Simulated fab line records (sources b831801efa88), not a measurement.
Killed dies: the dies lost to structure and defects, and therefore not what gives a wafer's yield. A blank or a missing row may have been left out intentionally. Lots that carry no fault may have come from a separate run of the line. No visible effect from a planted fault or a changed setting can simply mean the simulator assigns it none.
Matching of chambers / flow sky130 / 4 sister chambers for SKY_VIA4_CMP_02 on cmp-02
The step polishes SiO2. 8 wafers are shown with their chamber, then 6 later ones without.

== WAFERS WITH THEIR CHAMBER ==
wafer=L447.5; chamber=3; motorCurrentA (A)=14.9
wafer=L451.3; chamber=2; motorCurrentA (A)=12.9
wafer=L451.6; chamber=1; motorCurrentA (A)=11.8
wafer=L458.2; chamber=0; motorCurrentA (A)=13.3
wafer=L458.3; chamber=3; motorCurrentA (A)=15.7
wafer=L458.4; chamber=2; motorCurrentA (A)=12.3
wafer=L462.3; chamber=0; motorCurrentA (A)=13.2
wafer=L462.4; chamber=1; motorCurrentA (A)=11.6

== WAFERS WITHOUT THEIR CHAMBER ==
wafer=L462.6; motorCurrentA (A)=12.9
wafer=L463.2; motorCurrentA (A)=14.6
wafer=L463.3; motorCurrentA (A)=13.2
wafer=L463.4; motorCurrentA (A)=13.9
wafer=L464.3; motorCurrentA (A)=13.0
wafer=L464.4; motorCurrentA (A)=15.6

== CHAMBER TAKEN BY EACH ==
wafer=L462.6; from the rows above=can't be placed: 2 or 0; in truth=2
wafer=L463.2; from the rows above=can't be placed: 3 or 0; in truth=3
wafer=L463.3; from the rows above=can't be placed: 0 or 2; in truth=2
wafer=L463.4; from the rows above=can't be placed: 0 or 2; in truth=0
wafer=L464.3; from the rows above=can't be placed: 0 or 2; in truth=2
wafer=L464.4; from the rows above=3; in truth=3
Correctly placed: 1 of 6. Unplaceable from these rows: 5, with the true chamber sitting among the candidates in 5. Wrongly placed: 0.
How it was worked out, from the rows above alone: a wafer's distance from a chamber is the root of the sum, over the readings, of the square of ((its reading less the chamber's mean) divided by the reading's scatter). The wafer belongs to the nearest chamber; if the next one is less than 2 further off, it can't be placed. Each chamber's mean is taken over the wafers shown for it. How the scatter is found: for the shown wafers, subtract from each reading the mean of its chamber, square and add these, divide the total by (wafers less chambers), then take the root.
